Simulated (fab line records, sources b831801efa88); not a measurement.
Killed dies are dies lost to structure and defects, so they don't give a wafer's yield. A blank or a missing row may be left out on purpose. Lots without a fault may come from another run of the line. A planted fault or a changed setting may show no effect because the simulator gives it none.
A struck lot beside a sound one | flow sky130 | 15 steps out of a route of 708
Sound: wafers L452.1, L452.2, L452.6. Struck: wafers L455.3, L455.4, L455.6. The cause comes at the end.
At each step with rows: each side's tool, then ch and its chambers, then its first start. Under that, the readings that differ: sound wafers | struck wafers | difference of the means | sigmas: that difference in standard deviations of wafers without a fault.
alike: readings whose means differ by less than 2 such deviations, and words and numbers that are the same on both sides. not compared: withheld readings, readings that some wafer has no value for, bounds like >300 that may hide the same value, and numbers for which the record gives no deviation and whose values overlap.
The two part at a step that has a row with sigmas, a row that says differs or no value, or rows on one side only. Numbers that don't overlap but have no deviation are shown without sigmas and don't part them. A reading that every wafer of one side lacks parts them only if that side has two wafers or more.

SKY_SONOS_ONO_THK_MEAS_03:
  sound on film_metro-04, day 15 05:47; struck on film_metro-01, day 16 02:10
  alike: SONOS_ONO_CVD_02_THK
then, 1 step without rows for these wafers: SKY_SONOS_ONO_CVD_04 (deposits SiO2 from SiH4/N2O, target thk 5.7199 nm).
SKY_SONOS_ONO_THK_MEAS_05:
  sound on film_metro-03, day 15 07:06; struck on film_metro-03, day 16 03:28
  alike: SONOS_ONO_CVD_04_THK
then, 7 steps without rows for these wafers: SKY_SONOS_ONO_DEHYDRATE_06 (time 60 s); SKY_SONOS_ONO_HMDS_07 (prime time 60 s); SKY_SONOS_ONO_COAT_08 (resist thk 1140 nm); SKY_SONOS_ONO_SOFTBAKE_09 (time 60 s); SKY_SONOS_ONO_EXPOSE_10 (exposes mask ONOM, target cd 410 nm); SKY_SONOS_ONO_PEB_11; SKY_SONOS_ONO_DEVELOP_12 (develop time 60 s).
SKY_SONOS_ONO_CD_MEAS_13: target cd 410 nm.
  sound on cd_sem-01, day 16 10:35; struck on cd_sem-01, day 17 07:22
  alike: cd_nm
SKY_SONOS_ONO_OVL_MEAS_14:
  sound on overlay-02, day 16 10:43; struck on overlay-01, day 17 07:27
  alike: SONOS_ONO_OVL
SKY_SONOS_ONO_ETCH_15: etches the open film in CHF3/O2, target depth 19.52 nm, time 7.8 s.
  sound on rie_diel-04 ch 1,2, day 16 10:44; struck on rie_diel-04 ch 0,2,3, day 17 07:29
  reading                               | sound             | struck            | difference | sigmas
  model.etch.depth_nm (nm)              | 20.02 19.34 19.99 | 10.59 10.63 10.57 | -9.19      |
  model.SONOS_ONO.feature_depth_nm (nm) | 20.02 19.34 19.99 | 10.59 10.63 10.57 | -9.19      |
  alike: O2_flow_sccm, drypump_motor_current_A, oes_product_au, throttle_valve_pct
  not compared: rf_hours_counter_h, model.NOVOLAK_of_SONOS_ONO_COAT_08.thk_nm
then, 1 step without rows for these wafers: SKY_SONOS_ONO_WET_ETCH_16 (etches SiO2 in dHF, target depth 14 nm, time 280 s).
-- the record jumps here: 32 days lie between the struck wafers' starts before and after (it left off in module SONOS_ONO and takes up again in module PAD_OPEN, whose first step shown is number 708 of the route) --
SKY_PAD_OPEN_PROBE_99:
  sound on prober-01, day 48 12:01; struck on prober-02, day 49 03:06
  reading                                | sound                         | struck                        | difference | sigmas
  killed_open                            | 60 55 56                      | 47 32 38                      | -18        | -2
  model.etest.nfet_16v.r_on_ohm_um       | 1.439e+04 1.458e+04 1.452e+04 | 1.788e+04 1.801e+04 1.805e+04 | +3.483e+03 |
  model.etest.pfet_16v.r_on_ohm_um       | 1.513e+04 1.573e+04 1.512e+04 | 1.629e+04 1.664e+04 1.622e+04 | +1.057e+03 |
  model.etest.pfet_g5v0d10v5.r_on_ohm_um | 4806 4862 4884                | 5502 5530 5557                | +679       |
  model.etest.nfet_g5v0d10v5.r_on_ohm_um | 1913 1929 1951                | 2471 2463 2528                | +556       |
  model.etest.nfet_g5v0d10v5.drive_ua_um | 586.7 588.2 586.2             | 390.1 389.5 388.8             | -197.6     |
  model.etest.nfet_05v0_nvt.drive_ua_um  | 561.8 557.9 556               | 418.5 417.7 417.6             | -140.6     |
  model.etest.nfet_16v.drive_ua_um       | 213.4 212.7 212.1             | 130.9 128.6 128.5             | -83.4      |
  alike: killed_at_M0_to_M3, killed_at_M4_up, killed_at_contacts, killed_at_front_end, killed_at_other, killed_dies, killed_short
  not compared: model.etest.tip_sonos.rs_ohm_sq

WHERE THEY PART
Only at SKY_PAD_OPEN_PROBE_99, within this record.

WHY: what the simulator had put in
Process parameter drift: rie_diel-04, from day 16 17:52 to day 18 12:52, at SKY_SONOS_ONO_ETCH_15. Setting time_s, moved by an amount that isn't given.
